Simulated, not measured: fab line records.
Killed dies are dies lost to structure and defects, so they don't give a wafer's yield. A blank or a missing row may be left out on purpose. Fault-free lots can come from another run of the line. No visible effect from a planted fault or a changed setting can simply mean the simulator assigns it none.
Split-lot study | flow sfq line | 5 lots, 23 wafers read, on a route of 325 steps

== THE SPLIT ==
At SFQ_TRILAYER_M8_LITHO_COAT_193 (resist thk 600 nm), the setting resist thk nm was moved away from the recipe's 600 nm on 7 of the 23 wafers read, by +2.2% to +3.9%. All remaining wafers had this setting at the recipe value.

The split's own step is where the reading is taken.

== THE READING ==
KrF_of_TRILAYER_M8_LITHO_COAT_193.thk nm (the simulator's own value, which no gauge read), in nm, at SFQ_TRILAYER_M8_LITHO_COAT_193 (resist thk 600 nm). No usual value for it is given in the file. Average 600.5 nm, standard deviation 1.1 nm, over the 16 wafers here run with the recipe.

wafer  | tool, chamber at the split | resist thk nm as run, nm | against the recipe | KrF_of_TRILAYER_M8_LITHO_COAT_193.thk nm, nm | against lot-mates on the recipe
L075.2 | litho track-02, 0          | 600                      | recipe             | 601.5                                        | -
L075.5 | litho track-02, 0          | 600                      | recipe             | 600.7                                        | -
L075.6 | litho track-02, 0          | 600                      | recipe             | 601.3                                        | -
L078.1 | litho track-02, 0          | 600                      | recipe             | 602.2                                        | -
L078.2 | litho track-02, 0          | 600                      | recipe             | 601.4                                        | -
L078.3 | litho track-02, 0          | 613.3                    | +2.2%              | 616.2                                        | +14.4
L078.4 | litho track-02, 0          | 613.3                    | +2.2%              | 616.7                                        | +14.9
L078.5 | litho track-02, 0          | 613.3                    | +2.2%              | 616.1                                        | +14.3
L081.1 | litho track-04, 0          | 600                      | recipe             | 599.3                                        | -
L081.2 | litho track-04, 0          | 600                      | recipe             | 601.3                                        | -
L081.3 | litho track-04, 0          | 619                      | +3.2%              | 617.4                                        | +17.4
L081.4 | litho track-04, 0          | 600                      | recipe             | 599.4                                        | -
L081.5 | litho track-04, 0          | 619                      | +3.2%              | 618.2                                        | +18.2
L083.2 | litho track-03, 0          | 600                      | recipe             | 600.8                                        | -
L083.3 | litho track-03, 0          | 600                      | recipe             | 599.4                                        | -
L083.4 | litho track-03, 0          | 600                      | recipe             | 601.3                                        | -
L083.5 | litho track-03, 0          | 600                      | recipe             | 598.3                                        | -
L083.6 | litho track-03, 0          | 600                      | recipe             | 599                                          | -
L085.1 | litho track-03, 0          | 623.4                    | +3.9%              | 624.2                                        | +23.4
L085.2 | litho track-03, 0          | 600                      | recipe             | 601.6                                        | -
L085.3 | litho track-03, 0          | 623.4                    | +3.9%              | 623.2                                        | +22.4
L085.5 | litho track-03, 0          | 600                      | recipe             | 600.3                                        | -
L085.6 | litho track-03, 0          | 600                      | recipe             | 600.5                                        | -

THE FIT
A straight line over all 23 wafers: KrF_of_TRILAYER_M8_LITHO_COAT_193.thk nm changes by +6.02 nm for each +1% of resist thk nm; r = +0.99; the points scatter about the line by 1.5 nm.
The same after taking each lot's own level away (the mean of its wafers on the recipe; 23 wafers): +5.92 nm for each +1%; r = +0.99; scatter 0.96 nm.
Per that fit: largest resist thk nm move, reading shift of 23 nm.
Across the lots, their own levels run from 599.76 to 601.80 nm, a range of 1.9 times the standard deviation given above.
Hence the lot-to-lot level has little effect on the slope; both slopes agree.
Check: for one of the wafers moved furthest among these (+3.9%), held out of the fit, the line's prediction against its lot-mates is +23.1 nm. It came out at +23.4 nm against them.

== ADDITIONAL SPLITS CARRIED BY THESE WAFERS ==
Before the reading, these wafers also passed through other splits. Each is held against what the fit with the lots' levels taken away leaves over:
other split on the same wafers                 | wafers away from the commonest value | r with KrF_of_TRILAYER_M8_LITHO_COAT_193.thk nm (lot level and that fit taken away)
SFQ_TRILAYER_I6_DEP_PECVD_165 time s           | 9                                    | -0.09
SFQ_TRILAYER_I6_VIA_LITHO_EXPOSE_170 dose mj   | 9                                    | -0.17
SFQ_TRILAYER_M7_ETCH_METAL_ETCH_180 icp w      | 9                                    | -0.15
SFQ_TRILAYER_I7_CMP_CMP_184 leave above ref nm | 9                                    | +0.08

== FILE'S OWN FIT ==
KrF_of_TRILAYER_M8_LITHO_COAT_193.thk nm changes by +5.91 nm for each +1% of resist thk nm, r = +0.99.
